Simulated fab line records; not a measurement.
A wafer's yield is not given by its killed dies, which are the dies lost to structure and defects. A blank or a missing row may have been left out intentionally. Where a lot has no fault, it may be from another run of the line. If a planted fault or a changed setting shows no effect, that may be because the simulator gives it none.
The tool behind it: which one?    flow gf180mcu    12 lots with 36 wafers sampled at 2 steps, on a route of 602 steps

## WHAT EACH GAUGE READ, for each wafer
GF_HV_LDD_OVL_MEAS_20.
lot   measured      on          HV_LDD_01_OVL (nm)
L211  day 11 00:07  overlay-02  -0.1 -0.3 -0.2
L212  day 11 00:44  overlay-01  3.2 1.2 0.6
L213  day 11 12:52  overlay-01  0.1 -0.3 0.2
L214  day 11 20:22  overlay-02  -0.5 -0.3 -0.7
L218  day 12 19:40  overlay-02  0.4 -0.1 -0.6
L221  day 14 02:02  overlay-01  0.1 -0.2 0.7
L222  day 14 06:52  overlay-02  -101.7 -103.8 -101.4
L223  day 14 14:13  overlay-02  -106.2 -105.6 -107.4
L229  day 16 13:31  overlay-02  2.0 2.0 1.1
L230  day 16 17:35  overlay-02  0.3 2.7 2.7
L232  day 17 11:10  overlay-01  -0.4 -1.1 1.5
L234  day 17 22:52  overlay-02  0.6 -0.2 -0.3

## WHICH TOOL RAN EACH LOT (tool, then ch and the chambers of the sampled wafers, then the start)
lot   GF_HV_LDD_EXPOSE_16
L211  iline_stepper-01 ch 0, day 10 14:58
L212  iline_stepper-01 ch 0, day 10 15:51
L213  iline_stepper-02 ch 0, day 11 04:13
L214  iline_stepper-02 ch 0, day 11 10:46
L218  iline_stepper-01 ch 0, day 12 10:22
L221  iline_stepper-01 ch 0, day 13 15:56
L222  iline_stepper-02 ch 0, day 13 20:31
L223  iline_stepper-02 ch 0, day 14 04:02
L229  iline_stepper-01 ch 0, day 16 02:50
L230  iline_stepper-01 ch 0, day 16 06:53
L232  iline_stepper-01 ch 0, day 16 23:32
L234  iline_stepper-01 ch 0, day 17 10:52
- GF_HV_LDD_EXPOSE_16: exposes mask Pplus LV AREA, target cd 400 nm.

## AS READ BY THE TOOLS THEMSELVES (means over the sampled wafers that have a number; for cases with no such wafer, the mark the record gives instead)
The record holds no such reading with a usual standard deviation.

## THE ANSWER, worked out from the rows above alone
Rule: the usual values come from the lots themselves. The widest of any qualifying gaps counts: lots, ordered by their means at a reading, are off when they make up no more than a third of the lots, leave a main group of 4 or more, and stand apart from it by 3 or more times the standard deviation of that group's means. The tables above print the reading to a certain number of digits; a main group whose means all agree to those digits is not used. Also off: a lot with no number at a reading for which 4 or more lots have one. The other lots that the step has rows for count as sound. First the gauges in route order, then the tools' own readings, where a lot's mean is used as printed above. The first step at which some lot is off is used, and at that step the reading that is off furthest; a lot without a number counts as furthest.
Off: L222, L223, at GF_HV_LDD_OVL_MEAS_20 (HV_LDD_01_OVL). Mean 0.5 nm and standard deviation 0.86 in the main group.
A tool fits if, at a process step before that reading, it ran every lot that is off, and no sound lot after the first of them. Gauges at GF_HV_LDD_OVL_MEAS_20: tried the same way as those tools. One fits: iline_stepper-02 at GF_HV_LDD_EXPOSE_16. A fault onset in the window from L214 (day 11 10:46, its last sound lot) to L222 (day 13 20:31, its first lot off) fits.

## WHAT THE SIMULATOR HAD PUT IN
Scanner matching overlay: iline_stepper-02, from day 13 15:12 on, at GF_HV_LDD_EXPOSE_16. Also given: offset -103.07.
Shown lots that were struck: L222, L223. This agrees with what the rule above found.
